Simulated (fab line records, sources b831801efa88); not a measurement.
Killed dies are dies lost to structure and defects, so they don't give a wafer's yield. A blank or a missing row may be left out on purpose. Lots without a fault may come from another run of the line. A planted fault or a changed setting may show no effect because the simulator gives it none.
A struck lot beside a sound one | flow sky130 | 43 steps out of a route of 708
Sound: wafers L343.2, L343.4, L343.5. Struck: wafers L353.1, L353.2, L353.3. The cause comes at the end.
At each step with rows: each side's tool, then ch and its chambers, then its first start. Under that, the readings that differ: sound wafers | struck wafers | difference of the means | sigmas: that difference in standard deviations of wafers without a fault.
alike: readings whose means differ by less than 2 such deviations, and words and numbers that are the same on both sides. not compared: withheld readings, readings that some wafer has no value for, bounds like >300 that may hide the same value, and numbers for which the record gives no deviation and whose values overlap.
The two part at a step that has a row with sigmas, a row that says differs or no value, or rows on one side only. Numbers that don't overlap but have no deviation are shown without sigmas and don't part them. A reading that every wafer of one side lacks parts them only if that side has two wafers or more.

first, 6 steps without rows for these wafers: SKY_VIA1_COAT_06 (resist thk 60 nm); SKY_VIA1_COAT_07 (resist thk 450 nm); SKY_VIA1_SOFTBAKE_08 (time 90 s); SKY_VIA1_EXPOSE_09 (exposes mask VIM, target cd 150 nm); SKY_VIA1_PEB_10; SKY_VIA1_DEVELOP_11 (develop time 60 s).
SKY_VIA1_CD_MEAS_12: target cd 150 nm.
  sound on cd_sem-01, day 33 22:48; struck on cd_sem-02, day 37 11:17
  reading    | sound             | struck            | difference | sigmas
  cd_nm (nm) | 145.2 145.6 144.1 | 149.8 149.3 150.6 | +4.9       | +3
SKY_VIA1_OVL_MEAS_13:
  sound on overlay-02, day 33 22:55; struck on overlay-02, day 37 11:24
  alike: VIA1_OVL
then, 1 step without rows for these wafers: SKY_VIA1_ETCH_14 (etches BARC in N2/H2, stops on SiO2, time 45.9 s, target depth 60 nm).
SKY_VIA1_ETCH_15: etches SiO2 in C4F8/O2/Ar, stops on TiN, target depth 351 nm, time 54 s.
  sound on rie_diel-01 ch 0,1,2, day 33 22:59; struck on rie_diel-01 ch 0,1,3, day 37 11:29
  alike: oes_product_au, rf_fwd_power_W
  not compared: rf_hours_counter_h
then, 2 steps without rows for these wafers: SKY_VIA1_STRIP_16 (strips in O2/N2); SKY_VIA1_STRIP_17 (strips in post etch residue remover, time 1200 s).
SKY_VIA1_CLEAN_18: cleans in IPA, time 180 s.
  sound on wet_bench-02 ch 2, day 33 23:28; struck on wet_bench-03 ch 3, day 37 11:58
then, 2 steps without rows for these wafers: SKY_VIA1_CLEAN_19 (cleans in O3/DIW); SKY_VIA1_SPUTTER_20 (material TiN, target thk 20 nm, time 80 s).
SKY_VIA1_CVD_21: deposits W, target thk 270 nm, time 80.902 s.
  sound on cvd_w-01 ch 0,1, day 33 23:41; struck on cvd_w-02 ch 0,1, day 37 12:11
  alike: heater_power_w
SKY_VIA1_RS_MEAS_22: measures by four-point-probe.
  sound on film_metro-02, day 33 23:47; struck on film_metro-02, day 37 12:16
  alike: VIA1_W_RS
SKY_VIA1_THK_MEAS_23: measures by xrf.
  sound on film_metro-02, day 33 23:54; struck on film_metro-02, day 37 12:23
  alike: VIA1_W_THK
then, 4 steps without rows for these wafers: SKY_VIA1_CMP_24 (polishes, stops on SiO2, t overpolish 15 s, target thk 0 nm); SKY_METAL2_SPUTTER_00 (material Ti, target thk 15 nm, time 10 s); SKY_METAL2_SPUTTER_01 (material TiN, target thk 20 nm, time 16.7 s); SKY_METAL2_SPUTTER_02 (material AlCu, target thk 250 nm, time 13.3 s).
SKY_METAL2_SPUTTER_03: material Ti, target thk 5 nm, time 3.3 s.
  sound on pvd_sputter-04, day 34 00:20; struck on pvd_sputter-02, day 37 12:50
  alike: cathode_dc_power_W, chamber_pressure_pa, throttle_valve_pct
SKY_METAL2_SPUTTER_04: material TiN, target thk 70 nm, time 58.3 s.
  sound on pvd_sputter-04, day 34 00:20; struck on pvd_sputter-02, day 37 12:50
  alike: cathode_dc_power_W, chamber_pressure_pa, throttle_valve_pct
SKY_METAL2_RS_MEAS_05: measures by four-point-probe.
  sound on film_metro-01, day 34 00:25; struck on film_metro-03, day 37 12:53
  alike: METAL2_ALCU_RS
SKY_METAL2_THK_MEAS_06: measures by xrf.
  sound on film_metro-01, day 34 00:31; struck on film_metro-03, day 37 13:01
  alike: METAL2_ALCU_THK
then, 8 steps without rows for these wafers: SKY_METAL2_DEHYDRATE_07 (time 60 s); SKY_METAL2_HMDS_08 (prime time 60 s); SKY_METAL2_COAT_09 (resist thk 60 nm); SKY_METAL2_COAT_10 (resist thk 450 nm); SKY_METAL2_SOFTBAKE_11 (time 90 s); SKY_METAL2_EXPOSE_12 (exposes mask MM2, target cd 140 nm); SKY_METAL2_PEB_13; SKY_METAL2_DEVELOP_14 (develop time 60 s).
SKY_METAL2_CD_MEAS_15: target cd 140 nm.
  sound on cd_sem-02, day 35 03:06; struck on cd_sem-01, day 38 15:04
  alike: cd_nm
SKY_METAL2_OVL_MEAS_16:
  sound on overlay-02, day 35 03:13; struck on overlay-02, day 38 15:11
  reading         | sound | struck    | difference | sigmas
  METAL2_OVL (nm) | 7 6 6 | -6 -4 -11 | -13        | -3
then, 3 steps without rows for these wafers: SKY_METAL2_DESCUM_17 (chemistry O2, time 8 s); SKY_METAL2_ETCH_18 (etches BARC in N2/H2, stops on SiO2, time 45.9 s, target depth 60 nm); SKY_METAL2_METAL_ETCH_19 (etches the open film in Cl2/BCl3, stops on SiO2, target depth 360 nm, time 78 s).
SKY_METAL2_STRIP_20: strips in O2/N2.
  sound on plasma_asher-03 ch 0,1, day 35 03:25; struck on plasma_asher-03 ch 0,1, day 38 15:25
  alike: drypump_motor_current_A, oes_product_au, strip_time_to_endpoint_s
  not compared: rf_hours_counter_h
then, 2 steps without rows for these wafers: SKY_METAL2_STRIP_21 (strips in post etch residue remover, time 1200 s); SKY_METAL2_CLEAN_22 (cleans in IPA, time 180 s).
-- the record jumps here: 10 days lie between the struck wafers' starts before and after (it left off in module METAL2 and takes up again in module PAD_OPEN, whose first step shown is number 708 of the route) --
SKY_PAD_OPEN_PROBE_99:
  sound on prober-01, day 45 17:19; struck on prober-01, day 48 11:55
  reading                               | sound             | struck            | difference | sigmas
  defect_limited_yield (%)              | 82.3 81.5 83.7    | 73.0 73.4 71.5    | -9.9       | -5
  killed_at_M0_to_M3                    | 46 45 41          | 92 99 101         | +53        | +8
  killed_dies                           | 87 91 80          | 133 131 140       | +49        | +5
  sort_bin_3_pad_short (%)              | 0.8 0.8 1.4       | 2.0 3.0 2.6       | +1.5       | +4
  sort_bin_5_function (%)               | 12.0 10.4 9.3     | 17.3 15.4 17.9    | +6.3       | +4
  sort_n_pass                           | 405 401 412       | 359 361 352       | -49        | -5
  sort_yield_pct (%)                    | 82.3 81.5 83.7    | 73.0 73.4 71.5    | -9.9       | -5
  model.etest.tester.sort_n_pass        | 405 401 412       | 359 361 352       | -49        |
  model.etest.tester.sort_yield_pct (%) | 82.32 81.5 83.74  | 72.97 73.37 71.54 | -9.89      |
  model.etest.tester.sort_bin_5_pct (%) | 11.99 10.37 9.35  | 17.28 15.45 17.89 | +6.30      |
  model.etest.tester.sort_bin_3_pct (%) | 0.813 0.813 1.423 | 2.033 3.049 2.642 | +1.558     |
  alike: killed_at_M4_up, killed_at_contacts, killed_at_front_end, killed_at_other, killed_open, killed_short, sort_bin_6_memory

WHERE THEY PART
First at SKY_VIA1_CD_MEAS_12; last, within this record, at SKY_PAD_OPEN_PROBE_99.

WHY: what the simulator had put in
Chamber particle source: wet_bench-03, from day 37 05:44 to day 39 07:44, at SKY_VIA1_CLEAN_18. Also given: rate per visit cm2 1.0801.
